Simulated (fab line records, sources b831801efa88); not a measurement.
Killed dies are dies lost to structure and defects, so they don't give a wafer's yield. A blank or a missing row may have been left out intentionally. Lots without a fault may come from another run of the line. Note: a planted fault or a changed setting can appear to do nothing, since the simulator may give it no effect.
A struck lot beside a sound one ; flow sky130 ; 22 steps out of a route of 708
Sound: wafers L922.1, L922.2, L922.5. Wafers L917.1, L917.2, L917.3 were the ones struck. At the end, the cause is stated.
At each step with rows: each side's tool, then ch and its chambers, then its first start. Under that, the readings that differ: sound wafers ; struck wafers ; difference of the means ; sigmas: that difference in standard deviations of wafers without a fault.
alike: readings whose means differ by less than 2 such deviations, and words and numbers that are the same on both sides. not compared: withheld readings, readings that some wafer has no value for, bounds like >300 that may hide the same value, and numbers for which the record gives no deviation and whose values overlap.
The two part at a step that has a row with sigmas, a row that says differs or no value, or rows on one side only. When numbers do not overlap yet have no deviation, they are printed without sigmas and do not part them. Lack of a reading on every wafer of one side parts them only where that side has two or more wafers.

first, 4 steps without rows for these wafers: SKY_METAL5_SOFTBAKE_10 (time 60 s); SKY_METAL5_EXPOSE_11 (exposes mask MM5, target cd 1600 nm); SKY_METAL5_PEB_12; SKY_METAL5_DEVELOP_13 (develop time 60 s).
SKY_METAL5_DESCUM_14: chemistry O2, time 11 s.
  sound on rie-metal-02 ch 0,1, day 47 09:40; struck on rie-metal-01 ch 0,1, day 46 04:56
  alike: drypump-motor-current-A, oes-product-au
  not compared: rf-hours-counter-h
SKY_METAL5_METAL_ETCH_15: etches the open film in Cl2/BCl3, stops on SiO2, target depth 1260 nm, time 252 s.
  sound on rie-metal-02 ch 0,1, day 47 09:58; struck on rie-metal-01 ch 0,1, day 46 04:58
  alike: drypump-motor-current-A, mfc-cl2-sccm, oes-product-au, throttle-valve-pct
  not compared: rf-hours-counter-h
SKY_METAL5_STRIP_16: strips in O2/N2.
  sound on plasma-asher-01 ch 0,1, day 47 10:13; struck on plasma-asher-03 ch 0,1, day 46 05:13
  alike: drypump-motor-current-A, oes-product-au, strip-time-to-endpoint-s
  not compared: rf-hours-counter-h
then, 3 steps without rows for these wafers: SKY_METAL5_STRIP_17 (strips in post etch residue remover, time 1200 s); SKY_METAL5_CLEAN_18 (cleans in IPA, time 180 s); SKY_METAL5_CLEAN_19 (cleans in O3/DIW).
SKY_PASSIVATION_CVD_00: deposits SiO2, target thk 90 nm.
  sound on pecvd-01 ch 1,2, day 47 10:48; struck on pecvd-01 ch 0,1,2, day 46 05:48
  alike: heater-power-outer-w, heater-power-w
SKY_PASSIVATION_THK_MEAS_01:
  struck on film-metro-03, day 46 05:49; sound on film-metro-02, day 47 10:49
  alike: PASSIVATION_CVD_00_THK
SKY_PASSIVATION_CVD_02: deposits Si3N4, target thk 540 nm.
  sound on pecvd-04 ch 0,1, day 47 10:53; struck on pecvd-03 ch 0,1,2, day 46 05:53
  no value came back on the struck wafers for heater-power-outer-w (W), heater-power-w (W); on the sound wafers heater-power-outer-w (W) reads 320 472 345
then, 7 steps without rows for these wafers: SKY_PASSIVATION_DEHYDRATE_04 (time 60 s); SKY_PASSIVATION_HMDS_05 (prime time 60 s); SKY_PASSIVATION_COAT_06 (resist thk 3000 nm); SKY_PASSIVATION_SOFTBAKE_07; SKY_PASSIVATION_EXPOSE_08 (exposes mask NSM, target cd 3000 nm); SKY_PASSIVATION_PEB_09; SKY_PASSIVATION_DEVELOP_10 (develop time 60 s).
SKY_PASSIVATION_ETCH_11: etches the open film in CF4/O2, stops on AlCu, target depth 725 nm, time 161.1 s.
  sound on rie-diel-03 ch 1,3, day 48 06:09; struck on rie-diel-02 ch 1,2,3, day 47 02:46
  alike: drypump-motor-current-A, oes-product-au, throttle-valve-pct
  not compared: rf-hours-counter-h, model.PASSIVATION.feature-depth-nm, model.etch.depth-nm
SKY_PASSIVATION_STRIP_12: strips in O2/N2.
  sound on plasma-asher-04 ch 0,1, day 48 06:16; struck on plasma-asher-01 ch 0,1, day 47 02:53
  alike: drypump-motor-current-A, oes-product-au, strip-time-to-endpoint-s
  not compared: rf-hours-counter-h

## WHERE THEY PART
Only at SKY_PASSIVATION_CVD_02, as far as this record shows. Later steps at which nothing parts them and some readings are alike: SKY_PASSIVATION_ETCH_11, SKY_PASSIVATION_STRIP_12.

WHY: whatever the simulator had introduced
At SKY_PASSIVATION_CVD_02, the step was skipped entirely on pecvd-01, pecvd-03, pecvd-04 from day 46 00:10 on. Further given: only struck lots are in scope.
